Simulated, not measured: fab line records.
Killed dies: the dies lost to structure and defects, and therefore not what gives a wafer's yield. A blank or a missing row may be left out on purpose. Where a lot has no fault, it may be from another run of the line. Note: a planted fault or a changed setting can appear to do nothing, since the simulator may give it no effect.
The tool behind it: which one? :: flow sky130 :: 6 lots, 18 wafers sampled, at 1 step of a route of 708

== WHAT THE GAUGES READ, wafer by wafer ==
SKY_METAL4_OVL_MEAS_14.
lot: L226
measured: day 41 16:44
on: overlay-02
METAL4_OVL (nm): 1 2 -2

lot: L228
measured: day 42 05:44
on: overlay-02
METAL4_OVL (nm): -2 11 3

lot: L230
measured: day 42 23:11
on: overlay-02
METAL4_OVL (nm): 0 6 7

lot: L235
measured: day 44 07:38
on: overlay-01
METAL4_OVL (nm): 3 -2 -2

lot: L237
measured: day 44 19:47
on: overlay-02
METAL4_OVL (nm): 5 -2 2

lot: L246
measured: day 47 04:08
on: overlay-01
METAL4_OVL (nm): 7 8 6

== TOOL THAT RAN EACH LOT (tool first, then ch and the chambers of the sampled wafers, then the start) ==
Record: no process step prior to these readings.

== THE ANSWER, worked out from the rows above alone ==
Rule: the lots themselves supply what counts as usual. The widest of any qualifying gaps counts: lots, ordered by their means at a reading, are off when they make up no more than a third of the lots, leave a main group of 4 or more, and stand apart from it by 3 or more times the standard deviation of that group's means. A main group whose means are all the same, to the digits that the tables above print for the reading, isn't used. A lot without any number at a reading at which 4 lots or more have one is off too. Any other lot the step has rows for is counted as sound.
Nothing can be told from this: no lot is off at any reading shown.

== WHAT THE SIMULATOR PUT IN ==
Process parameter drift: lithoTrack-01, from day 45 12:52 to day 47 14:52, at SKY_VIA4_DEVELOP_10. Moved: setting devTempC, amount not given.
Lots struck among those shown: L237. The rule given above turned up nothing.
